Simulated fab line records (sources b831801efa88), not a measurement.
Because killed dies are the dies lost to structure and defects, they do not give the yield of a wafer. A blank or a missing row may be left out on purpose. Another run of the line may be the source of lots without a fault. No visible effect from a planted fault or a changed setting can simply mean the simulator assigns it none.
Code-filled problem report in 8D (eight disciplines) form / flow sky130 / the parts of the form that need people (team, actions taken, sign-off) are left out

## 1. THE PROBLEM
Mean of heaterPowerTotalW at SKY_VIA2_SOFTBAKE_08: 73.77 W across 2 wafers in 2 lots; on wafers with no fault it is 57.37 W (standard deviation 0.11). So: +99 or more standard deviations from the usual mean.
The step: time 90 s.
First seen on wafer L740.5, day 41 02:00, on lithoTrack-03. The record holds 35 wafers of 12 lots with a number at this step. Rule for "out" (also "out of limits"): further than 4 standard deviations from the usual mean. The rest of the wafers with a number are treated as sound.

## 2. WHAT IT IS AND WHAT IT IS NOT
question=which readings at this step | is=heaterPowerTotalW, runLengthS | is not=-
question=which lots | is=L740, L743 | is not=L726, L727, L729, L730, L732, L733, L735, L745, L747, L748
question=which wafers of those lots | is=L740.5, L743.5 | is not=L740.3, L743.3, L743.6
question=read on which tools | is=lithoTrack-03 | is not=lithoTrack-01, lithoTrack-02
question=when | is=from day 41 02:00 | is not=up to then (22 sound wafers); but 11 sound wafers of L743, L745, L747, L748 came after

## 3. THE SUSPECTS, EACH WITH WHAT RULES IT OUT
Counting: if a tool at a process step up to the reading ran every lot that is out, it stays a suspect. Sound lots after the first of them don't rule it out here, since some wafers of a struck lot are sound.
- lithoTrack-03 at SKY_VIA2_SOFTBAKE_08 (time 90 s): kept. Every lot that is out went through it, the first being L740 (day 41 01:00); the last sound lot it ran before that was L735 (day 39 15:00). Out on those wafers are its own readings of heaterPowerTotalW, runLengthS.
After counting, what remains is lithoTrack-03 at SKY_VIA2_SOFTBAKE_08.

## 4. THE CAUSE (what the simulator had put in)
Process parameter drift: lithoTrack-03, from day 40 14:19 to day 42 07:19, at SKY_VIA2_SOFTBAKE_08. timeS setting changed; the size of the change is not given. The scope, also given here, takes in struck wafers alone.
After counting, this tool was the only one left.

## 5. SEQUENCE OF EFFECTS, ordered by route
Each row: a reading whose mean over the struck wafers that have a number lies more than 3 standard deviations from the usual. Readings are gone through only where the record gives a usual standard deviation; hours: the median, over the lots, of the time from a lot's start at the first step in this table giving one to that lot's start at this step; sigmas: the change measured in usual standard deviations.
hours=0; step=SKY_VIA2_SOFTBAKE_08; reading=heaterPowerTotalW; usual=57.37 W; on struck wafers=73.77; change=+16.40; sigmas=+99 or more
hours=0; step=SKY_VIA2_SOFTBAKE_08; reading=runLengthS; usual=119.2 s; on struck wafers=70.8; change=-48.4; sigmas=-99 or more
It contains these process steps:
- SKY_VIA2_SOFTBAKE_08: time 90 s.

## 6. HOW IT WOULD HAVE BEEN CAUGHT EARLIER
In this record no reading fell out of limits until day 41 02:00, 12 hours after the fault had begun at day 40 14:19.
